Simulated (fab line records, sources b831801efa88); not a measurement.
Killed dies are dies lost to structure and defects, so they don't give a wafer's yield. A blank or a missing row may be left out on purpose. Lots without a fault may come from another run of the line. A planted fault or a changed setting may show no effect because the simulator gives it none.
Which tool did it? | flow gf180mcu | 13 lots, 39 wafers sampled, at 3 steps of a route of 602

WHAT THE GAUGES READ, wafer by wafer
GF_CONTACT_THK_MEAS_01.
lot  | measured     | on            | CONTACT_CVD_00_THK (nm)
L878 | day 15 03:35 | film_metro-02 | 298.9 301.3 302.2
L879 | day 15 08:26 | film_metro-04 | 299.9 296.9 301.6
L882 | day 16 11:44 | film_metro-04 | 296.1 301.8 298.8
L886 | day 18 04:48 | film_metro-04 | 297.3 296.8 299.0
L887 | day 18 09:17 | film_metro-04 | 300.8 296.6 299.2
L889 | day 19 07:56 | film_metro-04 | 301.0 298.6 302.4
L891 | day 19 19:52 | film_metro-02 | 296.8 303.9 298.9
L893 | day 20 14:11 | film_metro-04 | 301.8 302.2 303.2
L894 | day 20 20:17 | film_metro-04 | 298.1 300.6 297.8
L898 | day 22 09:30 | film_metro-02 | 298.3 297.5 297.9
L899 | day 22 16:31 | film_metro-04 | 293.9 299.1 299.3
L900 | day 23 02:46 | film_metro-03 | 295.9 300.9 301.6
L901 | day 23 04:32 | film_metro-04 | 297.3 300.5 300.9

GF_CONTACT_THK_MEAS_03.
lot  | measured     | on            | CONTACT_CVD_02_THK (nm)
L878 | day 15 03:43 | film_metro-04 | 855 868 880
L879 | day 15 08:34 | film_metro-02 | 853 847 862
L882 | day 16 11:52 | film_metro-04 | 824 836 851
L886 | day 18 04:56 | film_metro-03 | 854 868 878
L887 | day 18 09:25 | film_metro-02 | 844 848 847
L889 | day 19 08:04 | film_metro-03 | 855 853 862
L891 | day 19 20:02 | film_metro-03 | 849 856 854
L893 | day 20 14:19 | film_metro-04 | 853 862 862
L894 | day 20 20:25 | film_metro-02 | 856 866 868
L898 | day 22 09:38 | film_metro-03 | 852 865 872
L899 | day 22 16:39 | film_metro-04 | 879 867 878
L900 | day 23 02:53 | film_metro-04 | 875 862 878
L901 | day 23 04:40 | film_metro-02 | 864 863 861

WHICH TOOL RAN EACH LOT (tool, then ch and the chambers of the sampled wafers, then the start)
lot  | GF_SAB_WET_ETCH_12
L878 | wet_bench-02 ch 3, day 15 02:42
L879 | wet_bench-04 ch 0, day 15 07:32
L882 | wet_bench-04 ch 2, day 16 10:51
L886 | wet_bench-02 ch 3, day 18 03:55
L887 | wet_bench-02 ch 0, day 18 08:24
L889 | wet_bench-01 ch 1, day 19 07:02
L891 | wet_bench-01 ch 3, day 19 18:55
L893 | wet_bench-02 ch 2, day 20 13:14
L894 | wet_bench-01 ch 0, day 20 19:14
L898 | wet_bench-02 ch 1, day 22 08:35
L899 | wet_bench-04 ch 0, day 22 15:35
L900 | wet_bench-02 ch 2, day 23 01:52
L901 | wet_bench-04 ch 2, day 23 03:38
- GF_SAB_WET_ETCH_12: etches SiO2 in dHF, target depth 22 nm, time 440 s.

WHAT THE TOOLS THEMSELVES READ (means of the sampled wafers that have a number; where no wafer has one, the mark that the record gives instead)
GF_SAB_WET_ETCH_12.
lot  | tool         | run_length_s (s)
L878 | wet_bench-02 | 465
L879 | wet_bench-04 | 471
L882 | wet_bench-04 | 271
L886 | wet_bench-02 | 465
L887 | wet_bench-02 | 465
L889 | wet_bench-01 | 468
L891 | wet_bench-01 | 474
L893 | wet_bench-02 | 477
L894 | wet_bench-01 | 473
L898 | wet_bench-02 | 466
L899 | wet_bench-04 | 464
L900 | wet_bench-02 | 467
L901 | wet_bench-04 | 466

THE ANSWER, worked out from the rows above alone
Rule: what is usual is taken from the lots themselves. Put in order of their means at a reading, lots are off if they are a third of the lots or fewer, leave a main group of 4 or more, and stand apart from it by a gap of 3 or more times the standard deviation of the main group's means; of several such gaps the widest counts. A main group whose means are all the same, to the digits that the tables above print for the reading, isn't used. A lot without any number at a reading at which 4 lots or more have one is off too. The other lots that the step has rows for count as sound. The gauges are gone through in route order, then the tools' own readings, and for those a lot's mean is taken as printed above. The first step at which some lot is off is used, and at that step the reading that is off furthest; a lot without a number counts as furthest.
Off: L882, at GF_SAB_WET_ETCH_12 (run_length_s). The main group: mean 468 s, standard deviation 4.1.
A tool fits if, at that step or a process step before it, it ran every lot that is off, and no sound lot after the first of them. None of those tried fits.

WHAT THE SIMULATOR HAD PUT IN
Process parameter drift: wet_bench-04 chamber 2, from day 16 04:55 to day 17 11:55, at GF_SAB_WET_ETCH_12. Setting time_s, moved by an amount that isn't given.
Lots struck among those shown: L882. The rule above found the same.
